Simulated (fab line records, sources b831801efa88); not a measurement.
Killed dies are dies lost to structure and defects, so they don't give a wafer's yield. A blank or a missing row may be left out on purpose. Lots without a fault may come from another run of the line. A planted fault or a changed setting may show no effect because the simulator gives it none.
fab line records | flow sky130
record lots=10 wafers=30 last_day=50
route steps=708 shown METAL3@567 VIA3@575 PAD_OPEN@708
lots that met no fault: from a run of the same line without faults
start_h: hours from the record's first day to the start of the lot's first wafer shown | wait_h: hours since the lot's step before | " the same as in the row above | L1.1+2: a row that stands for several wafers | - no value, or no start given | * or withheld: withheld | < > ~ a bound
route shown NAME@n: a module of which the file shows steps, and the number in the route of the first | usual: mean/standard deviation of fault-free wafers | same: alike in all rows | chamber/n: place in a boat | sites: the reading at each site | _std_site: their standard deviation | _edge_site: outer sites' mean less inner sites' | radius_mm: how far each site lies from the wafer's centre | mask NAME#n: copy n | behind: the tool/chamber that last shaped the wafer | hold: why the lot was held/for how many hours/how that ended | device: the transistor (n, p or np) that didn't switch | end of line: the same wafers' tests at the end of the route | a step without rows: its recipe alone | killed: dies lost to structure and defects at the first sort, not the wafer's yield | map: a wafer's dies, x killed, . not, _ none there
set.NAME: the setting as run; set.NAME@STEP: as run at that earlier step | model.NAME: the simulator's own value behind a step, which no gauge read
steps of the route over a sample of lots; a table a step, a row a wafer
services: from which hour (start_h, from the record's first day; less than 0 if before it) a tool's chamber was out of use, for how many hours, and why
## steps
# step SKY_METAL3_ETCH_17
# recipe target=SiO2 stop_on=TiN chemistry=C4F8/O2/Ar source_w=1500 bias_w=1200 pressure_mtorr=40 c4f8_flow_sccm=withheld O2_flow_sccm=6 Ar_flow_sccm=300 time_s=3.9 target_depth_a=150
# usual oes_product_au=0.756/0.0072 rf_fwd_power_W=1471/8.7
# columns lot.wafer tool chamber start_h wait_h oes_product_au rf_fwd_power_W rf_hours_counter_h
L954.4 rie_diel-03 2 903.96 0.1 0.749 1464 0
L954.5 " 0 " " 0.771 1477 -
L954.6 " 3 " " 0.759 1486 -
L955.4 rie_diel-03 3 911.97 0.0 0.755 1486 16
L955.5 " 3 " " 0.760 1476 -
L955.6 " 0 " " 0.764 1467 -
L959.1 rie_diel-01 2 944.82 0.1 0.759 1463 25
L959.2 " 3 " " 0.752 1461 19
L959.3 " 1 " " 0.759 1459 5
L961.3 rie_diel-03 2 956.23 0.0 0.746 1466 2
L961.4 " 3 " " 0.756 1480 17
L961.6 " 1 " " 0.749 1482 -
L962.3 rie_diel-03 3 975.13 0.0 0.749 1473 17
L962.4 " 1 " " 0.767 1484 4
L962.6 " 0 " " 0.764 1482 -
L972.1 rie_diel-01 2 1039.48 0.1 0.753 1469 28
L972.5 " 1 " " 0.763 1460 -
L972.6 " 0 " " 0.765 1479 -
L973.1 rie_diel-04 1 1042.89 0.1 0.754 1462 21
L973.3 " 3 " " 0.751 1477 22
L973.5 " 2 " " 0.753 1480 -
L974.1 rie_diel-03 1 1046.18 0.1 0.742 1476 6
L974.2 " 3 " " 0.741 1478 19
L974.5 " 2 " " 0.745 1466 -
L976.2 rie_diel-03 1 1067.42 0.1 0.764 1474 7
L976.3 " 3 " " 0.756 1477 20
L976.6 " 3 " " 0.757 1481 -
L977.1 rie_diel-01 2 1075.79 0.1 0.750 1467 29
L977.2 " 1 " " 0.750 1464 9
L977.4 " 0 " " 0.768 1474 15
# step SKY_VIA3_CMP_02
# recipe material=SiO2 down_force_psi=4 platen_rpm=60 pad_velocity_m_s=0.94248
# usual head_pressure_psi=4.001/0.009 motor_current_A=11.7/1.2 retaining_ring_pressure_frac=1.000/0.0048
# columns lot.wafer tool chamber start_h wait_h head_pressure_psi motor_current_A retaining_ring_pressure_frac
L954.4 cmp-02 1 905.07 0.1 3.992 11.7 0.992
L954.5 " 0 " " 4.005 10.8 1.000
L954.6 " 1 " " 3.990 11.8 1.001
L955.4 cmp-01 3 913.13 0.2 4.008 13.5 1.004
L955.5 " 0 " " 3.996 10.9 0.998
L955.6 " 1 " " 4.003 12.4 1.000
L959.1 cmp-01 1 945.87 0.1 3.996 11.9 1.007
L959.2 " 3 " " 4.011 12.7 0.997
L959.3 " 0 " " 4.006 10.5 0.989
L961.3 cmp-02 1 957.39 0.1 3.993 12.9 0.995
L961.4 " 2 " " 4.019 14.3 0.995
L961.6 " 3 " " 3.992 12.3 0.997
L962.4 cmp-01 1 976.24 0.1 4.001 13.0 0.997
L962.3 " 2 " " 4.008 10.5 0.998
L962.6 " 0 " " 4.008 10.2 1.004
L972.1 cmp-02 0 1040.90 0.1 3.999 10.4 0.994
L972.6 " 3 " " 3.990 12.7 1.002
L972.5 " 0 " " 4.003 11.0 1.004
L973.1 cmp-02 1 1044.02 0.1 3.996 12.0 0.997
L973.3 " 3 " " 3.998 12.2 1.002
L973.5 " 1 " " 4.002 11.6 0.993
L974.2 cmp-01 2 1047.63 0.0 3.988 10.4 1.004
L974.1 " 1 " " 4.000 12.9 1.001
L974.5 " 3 " " 3.996 12.8 1.001
L976.2 cmp-02 1 1068.52 0.0 4.001 11.7 0.995
L976.3 " 2 " " 4.003 13.3 1.003
L976.6 " 2 " " 4.011 13.6 1.004
L977.2 cmp-01 3 1076.81 0.0 4.005 13.3 0.999
L977.4 " 0 " " 4.005 10.7 1.000
L977.1 " 1 " " 4.017 12.0 1.001
# step SKY_VIA3_OVL_MEAS_13
# usual VIA3_OVL=-1/5.5
# columns lot.wafer tool chamber start_h wait_h VIA3_OVL[nm]
L954.4 overlay-02 - 930.72 0.1 5
L954.5 " - " " -6
L954.6 " - " " -5
L955.4 overlay-01 - 938.78 0.1 1
L955.5 " - " " 2
L955.6 " - " " 10
L959.1 overlay-02 - 971.46 0.1 0
L959.2 " - " " -7
L959.3 " - " " -7
L961.3 overlay-01 - 982.29 0.1 -5
L961.4 " - " " -4
L961.6 " - " " -6
L962.3 overlay-02 - 1001.94 0.1 -2
L962.4 " - " " 0
L962.6 " - " " -1
L972.1 overlay-02 - 1064.18 0.1 -2
L972.5 " - " " 0
L972.6 " - " " -3
L973.1 overlay-01 - 1066.45 0.1 -3
L973.3 " - " " -8
L973.5 " - " " -3
L974.1 overlay-01 - 1069.50 0.1 0
L974.2 " - " " -10
L974.5 " - " " -2
L976.2 overlay-01 - 1090.28 0.1 8
L976.3 " - " " 2
L976.6 " - " " 6
L977.1 overlay-01 - 1097.70 0.1 -11
L977.2 " - " " -8
L977.4 " - " " -4
# step SKY_VIA3_CVD_21
# recipe material=W target_thk_nm=390 time_s=117.31 temp_c=400 pressure_torr=40
# usual heater_power_w=766/44
# columns lot.wafer tool chamber start_h wait_h heater_power_w
L954.4 cvd_w-02 1 931.63 0.2 777
L954.5 " 1 " " 788
L954.6 " 1 " " 793
L955.4 cvd_w-02 1 939.60 0.1 772
L955.5 " 0 " " 798
L955.6 " 1 " " 791
L959.1 cvd_w-02 0 972.25 0.0 807
L959.2 " 1 " " 809
L959.3 " 1 " " 780
L961.3 cvd_w-02 1 983.11 0.1 780
L961.4 " 0 " " 809
L961.6 " 0 " " 800
L962.3 cvd_w-02 0 1002.77 0.1 804
L962.4 " 1 " " 802
L962.6 " 1 " " 808
L972.1 cvd_w-01 0 1065.01 0.0 679
L972.5 " 0 " " 700
L972.6 " 1 " " 769
L973.1 cvd_w-02 1 1067.24 0.0 803
L973.3 " 1 " " 798
L973.5 " 0 " " 792
L974.1 cvd_w-02 1 1070.30 0.0 798
L974.2 " 0 " " 802
L974.5 " 0 " " 813
L976.2 cvd_w-02 0 1091.07 0.0 818
L976.3 " 0 " " 799
L976.6 " 0 " " 785
L977.1 cvd_w-02 0 1098.93 0.0 808
L977.2 " 1 " " 806
L977.4 " 1 " " 804
# step SKY_VIA3_RS_MEAS_22
# recipe thk_meas_gauge=four-point-probe reads=W_of_VIA3_CVD_21+TiN_of_VIA3_SPUTTER_20
# usual VIA3_W_RS=0.2936/0.0029
# columns lot.wafer tool chamber start_h wait_h VIA3_W_RS[ohm/sq]
L954.4 film_metro-03 - 931.81 0.1 0.2935
L954.5 " - " " 0.2936
L954.6 " - " " 0.2922
L955.4 film_metro-02 - 939.74 0.1 0.2915
L955.5 " - " " 0.2903
L955.6 " - " " 0.2925
L959.1 film_metro-02 - 972.38 0.1 0.2979
L959.2 " - " " 0.2943
L959.3 " - " " 0.2970
L961.3 film_metro-02 - 983.23 0.1 0.2934
L961.4 " - " " 0.2030
L961.6 " - " " 0.2022
L962.3 film_metro-03 - 1002.89 0.1 0.2021
L962.4 " - " " 0.2890
L962.6 " - " " 0.2900
L972.1 film_metro-02 - 1065.13 0.1 0.2988
L972.5 " - " " 0.2974
L972.6 " - " " 0.2919
L973.1 film_metro-04 - 1067.36 0.1 0.2929
L973.3 " - " " 0.2938
L973.5 " - " " 0.2939
L974.1 film_metro-03 - 1070.42 0.1 0.2996
L974.2 " - " " 0.2992
L974.5 " - " " 0.2961
L976.2 film_metro-04 - 1091.21 0.1 0.2946
L976.3 " - " " 0.2969
L976.6 " - " " 0.2941
L977.1 film_metro-03 - 1099.05 0.1 0.2913
L977.2 " - " " 0.2923
L977.4 " - " " 0.2925
# step SKY_VIA3_THK_MEAS_23
# recipe thk_meas_gauge=xrf reads=W_of_VIA3_CVD_21
# usual VIA3_W_THK=378/6.8
# columns lot.wafer tool chamber start_h wait_h VIA3_W_THK[nm]
L954.4 film_metro-03 - 931.90 0.1 389
L954.5 " - " " 384
L954.6 " - " " 386
L955.4 film_metro-02 - 939.83 0.1 372
L955.5 " - " " 371
L955.6 " - " " 372
L959.1 film_metro-02 - 972.50 0.1 370
L959.2 " - " " 376
L959.3 " - " " 371
L961.3 film_metro-02 - 983.33 0.1 375
L961.4 " - " " 528
L961.6 " - " " 532
L962.3 film_metro-03 - 1002.99 0.1 557
L962.4 " - " " 391
L962.6 " - " " 390
L972.1 film_metro-02 - 1065.25 0.1 368
L972.5 " - " " 370
L972.6 " - " " 375
L973.1 film_metro-04 - 1067.48 0.1 380
L973.3 " - " " 379
L973.5 " - " " 381
L974.1 film_metro-03 - 1070.54 0.1 377
L974.2 " - " " 373
L974.5 " - " " 381
L976.2 film_metro-04 - 1091.32 0.1 372
L976.3 " - " " 369
L976.6 " - " " 372
L977.1 film_metro-03 - 1099.17 0.1 383
L977.2 " - " " 381
L977.4 " - " " 384
# step SKY_VIA3_CMP_24
# recipe stop_on=SiO2 t_overpolish_s=20 down_force_psi=3.5 platen_rpm=60 target_thk_nm=0 pad_velocity_m_s=0.94248
# usual head_pressure_psi=3.501/0.0081 motor_current_A=10.9/1.2 retaining_ring_pressure_frac=1.000/0.0051 time_to_endpoint_s=95/4.2
# columns lot.wafer tool chamber start_h wait_h head_pressure_psi motor_current_A retaining_ring_pressure_frac time_to_endpoint_s
L954.4 cmp-02 3 931.98 0.1 3.482 11.4 1.002 93
L954.5 " 2 " " 3.518 12.9 1.004 92
L954.6 " 3 " " 3.497 11.4 1.010 91
L955.4 cmp-02 0 940.01 0.2 3.506 9.8 1.002 98
L955.6 " 1 " " 3.498 11.2 0.994 91
L955.5 " 2 " " 3.487 12.7 0.998 97
L959.2 cmp-01 2 972.56 0.0 3.511 9.1 0.991 95
L959.1 " 3 " " 3.506 11.9 1.006 94
L959.3 " 0 " " 3.501 9.4 0.991 96
L961.4 cmp-01 3 983.37 0.0 3.505 11.8 1.002 139
L961.3 " 1 " " 3.502 11.4 0.998 105
L961.6 " 3 " " 3.507 11.7 1.000 140
L962.4 cmp-01 1 1003.08 0.1 3.494 11.3 1.003 102
L962.3 " 2 " " 3.495 9.0 0.993 135
L962.6 " 1 " " 3.511 10.9 1.008 102
L972.1 cmp-01 1 1065.46 0.2 3.498 10.9 1.009 96
L972.6 " 2 " " 3.512 8.9 0.999 87
L972.5 " 3 " " 3.508 12.4 1.001 93
L973.1 cmp-01 3 1067.59 0.1 3.506 12.1 0.997 91
L973.3 " 1 " " 3.501 11.2 1.002 96
L973.5 " 2 " " 3.497 9.0 1.004 89
L974.2 cmp-02 0 1070.65 0.1 3.515 10.2 1.000 90
L974.1 " 2 " " 3.497 12.8 0.996 90
L974.5 " 0 " " 3.499 9.7 0.996 94
L976.2 cmp-02 3 1091.37 0.0 3.503 10.9 0.996 98
L976.3 " 1 " " 3.499 10.6 0.995 89
L976.6 " 0 " " 3.499 9.8 0.998 93
L977.4 cmp-01 1 1099.28 0.1 3.505 11.8 0.996 105
L977.2 " 2 " " 3.494 9.2 1.005 95
L977.1 " 3 " " 3.478 12.2 1.001 98
# step SKY_PAD_OPEN_PROBE_99
# usual defect_limited_yield=82.8/2 killed_at_M0_to_M3=43/6.4 killed_at_M4_up=3.1/2 killed_at_contacts=24/5.2 killed_at_front_end=15/4.3 killed_at_other=0.2/0.48 killed_dies=85/9.7 killed_open=47/6.9 killed_short=38/6.7 sort_bin_3_pad_short=0.9/0.48 sort_bin_5_function=10.3/1.6 sort_bin_6_memory=6.1/0.97 sort_n_pass=407/9.7 sort_yield_pct=82.8/2
# same gross_dies=492 killed_at_back_side=0 sort_bin_4_leakage[%]=0 sort_bin_8_speed[%]=0
# columns lot.wafer tool chamber start_h wait_h defect_limited_yield[%] killed_at_M0_to_M3 killed_at_M4_up killed_at_contacts killed_at_front_end killed_at_other killed_dies killed_open killed_short sort_bin_3_pad_short[%] sort_bin_5_function[%] sort_bin_6_memory[%] sort_n_pass sort_yield_pct[%]
L961.3 prober-01 - 1123.81 0.2 85.2 35 4 19 15 0 73 34 39 0.4 10.0 4.5 419 85.2
L961.4 prober-01 - 1123.86 0.2 81.5 45 4 31 11 0 91 55 36 0.4 11.0 7.1 401 81.5
L961.6 prober-01 - 1123.96 0.2 81.9 42 5 29 13 0 89 42 47 0.4 11.2 6.5 403 81.9
L973.1 prober-01 - 1190.10 0.1 81.7 48 2 16 23 1 90 44 46 0.6 12.8 4.9 402 81.7
L973.3 prober-01 - 1190.20 0.2 86.8 36 1 19 9 0 65 41 24 0.4 8.1 4.7 427 86.8
L973.5 prober-01 - 1190.30 0.2 82.1 55 2 21 10 0 88 62 26 0.8 10.4 6.7 404 82.1
# killed by level:class
L961.3 VIA1:geometric_particle:short=7 LI_CONTACT:geometric_particle:open=7 VIA2:geometric_particle:open=6 VIA1:geometric_particle:open=5 CONTACT:geometric_particle:open=4 CONTACT:geometric_particle:short=4 VIA3:geometric_particle:open=4 METAL4:geometric_particle:short=4
L961.4 CONTACT:geometric_particle:open=14 VIA1:geometric_particle:open=12 VIA2:geometric_particle:open=9 VIA3:geometric_particle:open=8 LI_CONTACT:geometric_particle:open=7 VIA1:geometric_particle:short=6 CONTACT:geometric_particle:short=5 LOCAL_INTERCONNECT:geometric_particle:short=4
L961.6 CONTACT:geometric_particle:open=10 VIA2:geometric_particle:open=10 VIA1:geometric_particle:open=7 METAL2:geometric_particle:short=6 POLY_GATE:geometric_particle:short=5 LI_CONTACT:geometric_particle:open=5 CONTACT:geometric_particle:short=5 VIA3:geometric_particle:open=5
L973.1 VIA1:geometric_particle:short=10 VIA1:geometric_particle:open=9 VIA2:geometric_particle:open=8 FIELD_ISO:geometric_particle:open=7 METAL2:geometric_particle:short=7 VIA3:geometric_particle:open=6 POLY_GATE:geometric_particle:short=5 CONTACT:geometric_particle:open=5
L973.3 VIA1:geometric_particle:open=16 CONTACT:geometric_particle:short=7 CONTACT:geometric_particle:open=6 VIA3:geometric_particle:open=6 LI_CONTACT:geometric_particle:open=4 VIA1:geometric_particle:short=4 METAL2:geometric_particle:short=4 FIELD_ISO:geometric_particle:open=3
L973.5 VIA1:geometric_particle:open=18 CONTACT:geometric_particle:open=12 VIA2:geometric_particle:open=10 VIA3:geometric_particle:open=8 VIA1:geometric_particle:short=7 METAL1:geometric_particle:short=5 LI_CONTACT:geometric_particle:open=4 FIELD_ISO:geometric_particle:open=3
## services
# columns tool chamber start_h hours kind
cvd_w-02 - 887.37 3.7 repair
cmp-01 - 901.02 0.4 repair
rie_diel-04 3 901.89 3.1 repair
cvd_w-01 - 904.00 14.0 pm
cmp-01 - 911.82 1.1 repair
cmp-02 - 912.41 4.0 pm
cmp-01 - 916.41 6.4 pm
cvd_w-02 0 927.33 9.6 repair
rie_diel-04 3 934.55 16.0 repair
rie_diel-04 0 947.99 9.5 repair
rie_diel-01 3 961.16 3.8 repair
cvd_w-01 1 971.38 4.8 repair
cmp-01 - 981.64 1.1 repair
rie_diel-03 2 1004.32 1.4 repair
cmp-02 - 1006.37 0.3 repair
cmp-02 - 1010.78 0.5 repair
rie_diel-03 0 1011.33 5.5 repair
rie_diel-01 - 1014.01 15.6 pm
rie_diel-03 - 1018.14 0.6 repair
rie_diel-03 0 1062.34 5.9 repair
cvd_w-02 - 1073.59 2.8 pm
cmp-01 - 1084.39 4.0 pm
cvd_w-02 - 1088.03 1.9 repair
rie_diel-01 2 1091.95 6.3 repair
## key
first_sign step=SKY_VIA3_RS_MEAS_22 reading=VIA3_W_RS direction=down sigmas=31 usual=0.2936 struck=0.2025
effect step=SKY_VIA3_THK_MEAS_23 reading=VIA3_W_THK direction=up sigmas=23 usual=378 struck=539
effect step=SKY_VIA3_CMP_24 reading=time_to_endpoint_s direction=up sigmas=10 usual=* struck=*
met_at SKY_VIA3_CVD_21
struck_lots L961,L962
struck_wafers L961.4,L961.6,L962.3
not_acting_at SKY_METAL3_ETCH_17,SKY_VIA3_CMP_02,SKY_VIA3_OVL_MEAS_13
onset_between 972.25 983.11
fault kind=process_parameter_drift tool=cvd_w-02 chamber=0 onset_h=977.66 steps=SKY_VIA3_CVD_21 channel=target_thk_nm offset=171.97 shape=step end_h=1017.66 acts_in=these_recipes_only stated=390
